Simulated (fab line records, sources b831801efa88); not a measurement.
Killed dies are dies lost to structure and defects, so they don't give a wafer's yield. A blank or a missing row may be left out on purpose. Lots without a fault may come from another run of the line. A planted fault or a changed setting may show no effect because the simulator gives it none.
Which tool did it? | flow sky130 | 24 lots, 72 wafers sampled, at 2 steps of a route of 708

WHAT THE GAUGES READ, wafer by wafer
SKY_SD_N_OVL_MEAS_08.
lot  | measured     | on         | SD_N_OVL (nm)
L074 | day 27 03:33 | overlay-01 | -0.6 1.1 1.4
L075 | day 28 02:28 | overlay-02 | 1.8 -0.9 2.9
L076 | day 28 03:51 | overlay-02 | 1.6 2.1 2.3
L077 | day 28 13:04 | overlay-01 | 1.0 0.6 0.1
L078 | day 30 00:18 | overlay-02 | 1.0 0.7 -0.6
L079 | day 30 07:34 | overlay-02 | 1.9 1.7 0.7
L080 | day 30 08:05 | overlay-01 | 0.2 0.0 -0.4
L081 | day 30 08:25 | overlay-02 | 1.8 1.3 1.2
L082 | day 30 13:50 | overlay-01 | -0.1 0.3 1.2
L083 | day 30 23:01 | overlay-01 | 0.9 0.4 -0.6
L085 | day 31 09:49 | overlay-01 | -0.4 -0.2 0.6
L084 | day 31 11:37 | overlay-02 | 1.7 3.3 1.8
L086 | day 31 17:11 | overlay-02 | 1.8 -0.1 0.8
L087 | day 32 03:19 | overlay-02 | -0.3 0.8 -2.5
L088 | day 32 09:06 | overlay-01 | 0.0 -1.1 0.2
L090 | day 33 17:39 | overlay-01 | 0.6 0.1 1.6
L091 | day 33 21:45 | overlay-02 | 3.3 3.6 3.0
L089 | day 34 00:09 | overlay-02 | 0.1 -0.5 -1.6
L092 | day 34 00:39 | overlay-02 | 2.0 0.6 1.1
L093 | day 34 04:25 | overlay-02 | 0.2 0.7 0.7
L094 | day 35 00:45 | overlay-02 | 1.9 2.2 2.3
L095 | day 35 09:31 | overlay-01 | 1.8 1.4 2.2
L097 | day 35 10:29 | overlay-01 | 0.4 0.3 -0.6
L096 | day 35 15:58 | overlay-01 | 0.5 0.1 -0.4

SKY_CONTACT_THK_MEAS_03.
lot  | measured     | on            | CONTACT_HDPCVD_THK (nm)
L074 | day 29 17:34 | film_metro-01 | 571 560 564
L075 | day 30 14:14 | film_metro-04 | 557 561 559
L076 | day 30 17:30 | film_metro-04 | 558 559 557
L077 | day 31 01:49 | film_metro-04 | 566 567 565
L078 | day 32 11:35 | film_metro-01 | 568 564 561
L079 | day 32 17:59 | film_metro-04 | 564 564 570
L080 | day 32 19:19 | film_metro-04 | 565 562 568
L081 | day 32 20:20 | film_metro-04 | 573 575 571
L082 | day 33 00:50 | film_metro-03 | 562 557 568
L083 | day 33 09:50 | film_metro-03 | 570 567 573
L085 | day 33 19:20 | film_metro-03 | 569 566 561
L084 | day 33 22:25 | film_metro-01 | 564 571 564
L086 | day 34 03:05 | film_metro-03 | 568 562 568
L087 | day 34 13:06 | film_metro-03 | 559 556 566
L088 | day 34 18:26 | film_metro-01 | 566 565 563
L090 | day 36 02:47 | film_metro-03 | 566 565 569
L091 | day 36 06:08 | film_metro-04 | 561 560 570
L089 | day 36 09:13 | film_metro-03 | 563 562 566
L092 | day 36 09:17 | film_metro-04 | 566 565 575
L093 | day 36 12:46 | film_metro-04 | 563 576 565
L094 | day 37 07:23 | film_metro-03 | 572 574 571
L095 | day 37 18:45 | film_metro-01 | 563 563 564
L097 | day 37 18:50 | film_metro-01 | 550 566 554
L096 | day 37 23:12 | film_metro-03 | 564 559 567

WHICH TOOL RAN EACH LOT (tool, then ch and the chambers of the sampled wafers, then the start)
The record holds no process step before these readings.

WHAT THE TOOLS THEMSELVES READ (means of the sampled wafers that have a number; where no wafer has one, the mark that the record gives instead)
The record holds no such reading with a usual standard deviation.

THE ANSWER, worked out from the rows above alone
Rule: what is usual is taken from the lots themselves. Put in order of their means at a reading, lots are off if they are a third of the lots or fewer, leave a main group of 4 or more, and stand apart from it by a gap of 3 or more times the standard deviation of the main group's means; of several such gaps the widest counts. A main group whose means are all the same, to the digits that the tables above print for the reading, isn't used. A lot without any number at a reading at which 4 lots or more have one is off too. The other lots that the step has rows for count as sound. The gauges are gone through in route order, then the tools' own readings, and for those a lot's mean is taken as printed above. The first step at which some lot is off is used, and at that step the reading that is off furthest; a lot without a number counts as furthest.
No lot is off at any reading shown: from this, nothing can be told.

WHAT THE SIMULATOR HAD PUT IN
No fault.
